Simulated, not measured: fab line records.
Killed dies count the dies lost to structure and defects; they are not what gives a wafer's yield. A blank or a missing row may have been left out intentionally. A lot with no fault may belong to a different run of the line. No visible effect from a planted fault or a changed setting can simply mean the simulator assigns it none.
Which tool is to blame? | flow sky130 | 39 wafers from 13 lots sampled at 4 of the route's 708 steps

== WHAT THE GAUGES READ, wafer by wafer ==
SKY_METAL5_THK_MEAS_06: measures by xrf. Usual: METAL5_ALCU_THK gives 1165 nm (standard deviation 18).
lot  | measured     | on            | METAL5_ALCU_THK (nm) | flag
L270 | day 42 20:17 | film metro-02 | 1141 1137 1146       |
L274 | day 43 18:02 | film metro-02 | 1172 1154 1157       |
L275 | day 44 04:11 | film metro-02 | 1160 1140 1180       |
L276 | day 44 11:10 | film metro-02 | 1164 1165 1143       |
L277 | day 44 21:52 | film metro-01 | 1155 1180 1184       |
L278 | day 45 00:56 | film metro-03 | 1153 1179 1144       |
L279 | day 45 05:17 | film metro-01 | 1174 1180 1174       |
L280 | day 45 17:16 | film metro-03 | 1210 1196 1218       |
L286 | day 47 02:10 | film metro-03 | 1186 1174 1160       |
L287 | day 47 06:10 | film metro-03 | 1148 1129 1158       |
L288 | day 47 10:22 | film metro-01 | 1179 1167 1156       |
L291 | day 48 07:03 | film metro-01 | 1154 1164 1132       |
L293 | day 48 20:15 | film metro-03 | 1170 1193 1164       |

SKY_PASSIVATION_THK_MEAS_03. Usual: PASSIVATION_CVD_02_THK gives 545 nm (standard deviation 8.1).
lot  | measured     | on            | PASSIVATION_CVD_02_THK (nm) | flag
L270 | day 43 20:38 | film metro-03 | 551 541 559                 |
L274 | day 44 17:07 | film metro-03 | 529 538 543                 |
L275 | day 45 02:40 | film metro-03 | 538 530 533                 |
L276 | day 45 09:23 | film metro-04 | 540 532 538                 |
L277 | day 45 19:31 | film metro-04 | 546 552 556                 |
L278 | day 45 22:43 | film metro-02 | 552 562 557                 |
L279 | day 46 03:03 | film metro-02 | 529 550 537                 |
L280 | day 46 14:41 | film metro-03 | 534 546 545                 |
L286 | day 47 22:45 | film metro-02 | 539 541 549                 |
L287 | day 48 02:49 | film metro-03 | 552 542 555                 |
L288 | day 48 06:50 | film metro-02 | 539 530 550                 |
L291 | day 49 02:06 | film metro-03 | 542 548 556                 |
L293 | day 49 13:56 | film metro-03 | 539 542 554                 |

== EACH LOT AND THE TOOL THAT RAN IT (in order: tool; ch and the chambers of the sampled wafers; start) ==
lot  | SKY_VIA2_ETCH_15                   | SKY_METAL5_SPUTTER_01
L270 | rie diel-01 ch 0,2,3, day 36 04:06 | pvd sputter-02, day 42 20:00
L274 | rie diel-01 ch 1,2, day 37 04:14   | pvd sputter-02, day 43 17:46
L275 | rie diel-01 ch 0,2,3, day 37 07:09 | pvd sputter-03, day 44 03:55
L276 | rie diel-03 ch 0,2,3, day 38 01:12 | pvd sputter-03, day 44 10:53
L277 | rie diel-02 ch 1,2,3, day 38 15:03 | pvd sputter-03, day 44 21:35
L278 | rie diel-01 ch 0,1,2, day 38 17:33 | pvd sputter-04, day 45 00:39
L279 | rie diel-01 ch 0,1,3, day 39 00:14 | pvd sputter-03, day 45 05:00
L280 | rie diel-03 ch 1,3, day 39 12:36   | pvd sputter-04, day 45 17:00
L286 | rie diel-01 ch 0,2,3, day 41 06:50 | pvd sputter-02, day 47 01:53
L287 | rie diel-01 ch 1,2,3, day 41 10:03 | pvd sputter-03, day 47 05:53
L288 | rie diel-01 ch 0,1,3, day 41 14:21 | pvd sputter-04, day 47 10:07
L291 | rie diel-02 ch 0,2,3, day 42 14:29 | pvd sputter-03, day 48 06:46
L293 | rie diel-02 ch 0,1,2, day 43 08:06 | pvd sputter-04, day 48 19:58
- SKY_VIA2_ETCH_15: etches SiO2 in C4F8/O2/Ar, stops on TiN, target depth 546 nm, time 84 s.
- SKY_METAL5_SPUTTER_01: material TiN, target thk 20 nm, time 16.7 s.

== WHAT THE TOOLS THEMSELVES READ (means of the sampled wafers that have a number; where no wafer has one, the mark that the record gives instead) ==
SKY_VIA2_ETCH_15. Usual: oes product au reads 0.939 a.u. (standard deviation 0.005).
lot  | tool        | oes product au (a.u.) | flag
L270 | rie diel-01 | 0.938                 |
L274 | rie diel-01 | 0.938                 |
L275 | rie diel-01 | 0.941                 |
L276 | rie diel-03 | 0.940                 |
L277 | rie diel-02 | 0.943                 |
L278 | rie diel-01 | 0.937                 |
L279 | rie diel-01 | 0.938                 |
L280 | rie diel-03 | 0.938                 |
L286 | rie diel-01 | 0.940                 |
L287 | rie diel-01 | 0.943                 |
L288 | rie diel-01 | 0.940                 |
L291 | rie diel-02 | 0.944                 |
L293 | rie diel-02 | 0.940                 |

SKY_METAL5_SPUTTER_01. Usual: throttle valve pct reads 29.5 % (standard deviation 0.93).
lot  | tool           | throttle valve pct (%) | flag
L270 | pvd sputter-02 | 30.6                   |
L274 | pvd sputter-02 | 30.5                   |
L275 | pvd sputter-03 | 28.8                   |
L276 | pvd sputter-03 | 28.5                   |
L277 | pvd sputter-03 | 28.8                   |
L278 | pvd sputter-04 | 29.3                   |
L279 | pvd sputter-03 | 28.9                   |
L280 | pvd sputter-04 | 29.9                   |
L286 | pvd sputter-02 | 30.1                   |
L287 | pvd sputter-03 | 28.8                   |
L288 | pvd sputter-04 | 29.5                   |
L291 | pvd sputter-03 | 28.8                   |
L293 | pvd sputter-04 | 29.4                   |

== THE ANSWER, worked out from the rows above alone ==
Rule: lot off if the mean of its wafers having a number is beyond 3 standard deviations from the usual mean. Also off: a lot with no number at a reading for which 4 or more lots have one. Any other lot the step has rows for is counted as sound. The gauges are gone through in route order, then the tools' own readings, and for those a lot's mean is taken as printed above. At the first step where some lot is off, the reading lying furthest off is the one used; lots without a number count as furthest.
No lot is off at any reading shown: from this, nothing can be told.

== WHAT THE SIMULATOR PUT IN ==
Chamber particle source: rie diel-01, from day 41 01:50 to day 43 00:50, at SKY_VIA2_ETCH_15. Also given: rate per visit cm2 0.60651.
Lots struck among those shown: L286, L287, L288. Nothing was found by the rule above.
